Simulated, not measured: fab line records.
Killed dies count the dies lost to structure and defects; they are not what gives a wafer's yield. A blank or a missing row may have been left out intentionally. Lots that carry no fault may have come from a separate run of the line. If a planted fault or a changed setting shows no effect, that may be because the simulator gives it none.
Chamber matching -- flow sky130 -- SKY_VIA2_ETCH_15 on rieDiel-03 has 4 sister chambers
The step etches SiO2 in C4F8/O2/Ar, stops on TiN, target depth 546 nm, time 84 s. 8 wafers are shown with their chamber, then 8 later ones without.

## WAFERS, EACH WITH ITS CHAMBER
wafer,chamber,oesProductAu (a.u.)
L077.5,3,0.940
L078.6,1,0.940
L080.2,2,0.940
L080.4,1,0.938
L084.4,2,0.946
L084.5,3,0.942
L084.6,0,0.936
L087.2,0,0.937

## WAFERS WITH NO CHAMBER GIVEN
wafer,oesProductAu (a.u.)
L087.3,0.940
L087.4,0.937
L093.1,0.939
L093.3,0.947
L093.5,0.938
L095.1,0.943
L095.3,0.941
L095.6,0.946

## CHAMBER TAKEN BY EACH
wafer,from the rows above,in truth
L087.3,can't be placed: 1 or 3 or 2 or 0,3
L087.4,can't be placed: 0 or 1 or 3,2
L093.1,can't be placed: 1 or 3 or 0 or 2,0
L093.3,can't be placed: 2 or 3 or 1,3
L093.5,can't be placed: 1 or 0 or 3 or 2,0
L095.1,can't be placed: 2 or 3 or 1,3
L095.3,can't be placed: 3 or 1 or 2 or 0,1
L095.6,can't be placed: 2 or 3 or 1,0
Correctly placed: 0 of 8. Unplaceable from these rows: 8, with the true chamber sitting among the candidates in 6. 0 placed wrongly.
How it was worked out, from the rows above alone: a wafer's distance from a chamber is the root of the sum, over the readings, of the square of ((its reading less the chamber's mean) divided by the reading's scatter). The wafer belongs to the nearest chamber; if the next one is less than 2 further off, it can't be placed. For every chamber, the mean is computed from those of its wafers that are shown. The scatter: the root of (the sum of the squares of (reading less its chamber's mean) over the shown wafers, divided by (wafers less chambers)).
